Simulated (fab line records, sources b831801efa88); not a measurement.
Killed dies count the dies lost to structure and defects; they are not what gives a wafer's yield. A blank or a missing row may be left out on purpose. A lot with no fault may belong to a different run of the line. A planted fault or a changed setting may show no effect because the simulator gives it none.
Problem report, 8D (eight disciplines) form, completed by code    flow sky130    the parts of the form that need people (team, actions taken, sign-off) are left out

## 1. PROBLEM STATEMENT
Wafers without a fault read 44, standard deviation 6.2; killed_at_M0_to_M3 at SKY_PAD_OPEN_PROBE_99 reads a mean of 138 on 2 wafers belonging to 2 lots. Measured from the usual mean, that is +15 standard deviations.
The first sign was on wafer L968.3 at day 50 01:14, on prober-01. The record has a number at this step for 18 wafers belonging to 6 lots. By rule, "out" or "out of limits" means more than 4 standard deviations away from the usual mean. The rest of the wafers with a number are treated as sound.

## 2. WHAT IT IS, AND WHAT IT ISN'T
question                     is                                                                                                                      is not
which readings at this step  killed_at_M0_to_M3, defect limited yield, killed dies, killed on rim, sort_bin_5_function, sort n pass, sort yield pct  killed at contacts, killed at front end, killed at other, killed open, killed short
which lots                   L968, L970                                                                                                              L955, L956, L958, L972
which wafers of those lots   L968.3, L970.2                                                                                                          L968.4, L968.5, L970.1, L970.6
read on which tools          prober-01, prober-02                                                                                                    -
when                         from day 50 01:14                                                                                                       up to then (9 sound wafers); but 7 sound wafers of L968, L970, L972 came after

## 3. WHAT RULES OUT EACH SUSPECT
Counting: any tool at a process step up to the reading remains a suspect provided it ran every lot that is out. Sound lots after the first of them don't rule it out here, since some wafers of a struck lot are sound.
- cmp-01 at SKY_VIA3_CMP_24 (polishes, stops on SiO2, t overpolish 20 s, target thk 0 nm): kept. Ran every lot that is out, first one L968 (day 44 18:35); last sound lot up to then L958 (day 40 22:39).
- pvd sputter-01 at SKY_METAL4_SPUTTER_01 (material TiN, target thk 20 nm, time 16.7 s): kept. It ran every lot that is out, first L968 (day 44 18:48).
- pvd sputter-01 at SKY_METAL4_SPUTTER_04 (material TiN, target thk 70 nm, time 58.3 s): kept. It ran every lot that is out, first L968 (day 44 18:53).
- At SKY_VIA3_CMP_24, inside cmp-01: chamber 1 took the wafers that are out, while their sound lot-mates went through chambers 0, 3.
After the count, these remain: cmp-01 at SKY_VIA3_CMP_24, pvd sputter-01 at SKY_METAL4_SPUTTER_01 and pvd sputter-01 at SKY_METAL4_SPUTTER_04.

## 4. THE CAUSE (what the simulator had put in)
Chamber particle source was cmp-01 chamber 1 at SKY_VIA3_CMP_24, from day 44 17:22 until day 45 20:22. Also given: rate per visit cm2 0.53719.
Counting leaves 3 suspects; this tool is one of them.

## 5. THE EFFECT CHAIN, in route order
Each row: a reading whose mean over the struck wafers that have a number lies more than 3 standard deviations from the usual. Only readings for which the record gives a usual standard deviation are gone through. hours: the time from each lot's start at the first step in this table that gives one to its start at this step, as a median over the lots. sigmas: the change in usual standard deviations.
hours  step                   reading               usual   on struck wafers  change  sigmas
0      SKY_PAD_OPEN_PROBE_99  defect limited yield  82.1 %  62.5              -19.6   -11
0      SKY_PAD_OPEN_PROBE_99  killed_at_M0_to_M3    44      138               +94     +15
0      SKY_PAD_OPEN_PROBE_99  killed dies           88      184               +96     +11
0      SKY_PAD_OPEN_PROBE_99  killed on rim         17      36                +19     +5.3
0      SKY_PAD_OPEN_PROBE_99  sort_bin_5_function   10.6 %  23.8              +13.2   +9.4
0      SKY_PAD_OPEN_PROBE_99  sort_bin_6_memory     6.4 %   11.6              +5.2    +4.7
0      SKY_PAD_OPEN_PROBE_99  sort n pass           404     308               -96     -11
0      SKY_PAD_OPEN_PROBE_99  sort yield pct        82.1 %  62.5              -19.6   -11
Its process steps:
- SKY_PAD_OPEN_PROBE_99

## 6. HOW IT WOULD HAVE BEEN CAUGHT EARLIER
In this record the first reading out of limits was taken at day 50 01:14, 128 hours after the fault began at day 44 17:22.
An alarm limit of 4 standard deviations would not have fired on the tool readings at SKY_VIA3_CMP_24 for which the record gives a usual standard deviation, since none of them was out on any struck wafer.
The start of SKY_VIA3_CMP_24 on cmp-01 came by day 50 01:14 for every one of the lots that are out (2). Tool hold at that time: it would have spared none of them.
